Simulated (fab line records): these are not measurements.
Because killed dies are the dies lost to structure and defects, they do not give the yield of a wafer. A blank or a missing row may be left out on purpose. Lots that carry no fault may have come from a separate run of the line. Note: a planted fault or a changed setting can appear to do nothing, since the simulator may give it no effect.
Code-filled problem report in 8D (eight disciplines) form + flow gf180mcu + the parts of the form that need people (team, actions taken, sign-off) are left out

## 1. WHAT IS WRONG
Mean of cd_nm at GF_V3_CD_MEAS_14: 267.8 nm across 6 wafers in 2 lots; on wafers with no fault it is 260.1 nm (standard deviation 1.2). Relative to the usual mean, that is a shift of +6.4 standard deviations.
The step: target cd 260 nm.
Earliest sighting: wafer L124.1 on cd_sem-01 at day 26 15:57. At this step, 39 wafers from 13 lots have a number in the record. The rule behind "out" and "out of limits": a value lying over 4 standard deviations away from the usual mean. All remaining wafers that have a number are taken as sound.

## 2. WHAT THIS IS AND IS NOT
| question                    | is                     | is not                                                                                       |
|-----------------------------|------------------------|----------------------------------------------------------------------------------------------|
| which readings at this step | cd_nm                  | -                                                                                            |
| which lots                  | L124, L125             | L113, L114, L115, L116, L117, L122, L128, L131, L133, L134, L135                             |
| which wafers of those lots  | all that have a number | -                                                                                            |
| read on which gauges        | cd_sem-01              | cd_sem-02                                                                                    |
| when                        | from day 26 15:57      | up to then (18 sound wafers); but 15 sound wafers of L128, L131, L133, L134, L135 came after |

## 3. WHAT RULES OUT EACH SUSPECT
Counting: a tool at any process step up to the reading remains a suspect when it ran all the lots that are out and ran no sound lot after the first of those.
- the gauge at GF_V3_CD_MEAS_14: ruled out. All the wafers that are out were read on cd_sem-01, but those of them that GF_V3_SOFTBAKE_10 has rows for are out there too, on other tools.
- litho_track-03 at GF_V3_SOFTBAKE_10 (time 57 s): ruled out as a lasting fault. After its first lot that is out, L124 (day 26 05:00), sound lots L135 ran on it.
Left after counting: nothing in the record.

## 4. THE CAUSE (what the simulator had put in)
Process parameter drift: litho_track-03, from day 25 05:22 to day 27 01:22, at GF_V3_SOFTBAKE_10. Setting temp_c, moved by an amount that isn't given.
It was ruled out by counting, in error; the rule expects a fault to strike all lots run on its tool from its start on, and this fault did not.

## 5. THE CHAIN OF EFFECTS, in route order
Each row: a reading where the mean over the struck wafers with a number is more than 3 standard deviations away from the usual. Only readings whose record carries a usual standard deviation are examined. hours: median over the lots of the time between each lot's start at the first step of this table that gives one and its start at this step. sigmas: the change, counted in usual standard deviations.
| hours | step              | reading              | usual    | on struck wafers | change | sigmas |
|-------|-------------------|----------------------|----------|------------------|--------|--------|
| 0     | GF_V3_SOFTBAKE_10 | heater_power_total_W | 94.63 W  | 97.41            | +2.78  | +37    |
| 0     | GF_V3_SOFTBAKE_10 | plate_temp_C         | 129.99 C | 133.09           | +3.10  | +21    |
| 11    | GF_V3_CD_MEAS_14  | cd_nm                | 260.1 nm | 267.8            | +7.6   | +6.4   |
Process steps it contains:
- GF_V3_SOFTBAKE_10: time 57 s.

## 6. HOW IT WOULD HAVE BEEN CAUGHT EARLIER
35 hours passed between the start of the fault at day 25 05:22 and the first reading out of limits at a measuring or inspecting step in this record, taken at day 26 15:57.
At GF_V3_SOFTBAKE_10, the tool's own readings (heater_power_total_W, plate_temp_C) were out on each struck wafer the step has a row for, so an alarm limit on them would have fired on the first such wafer.
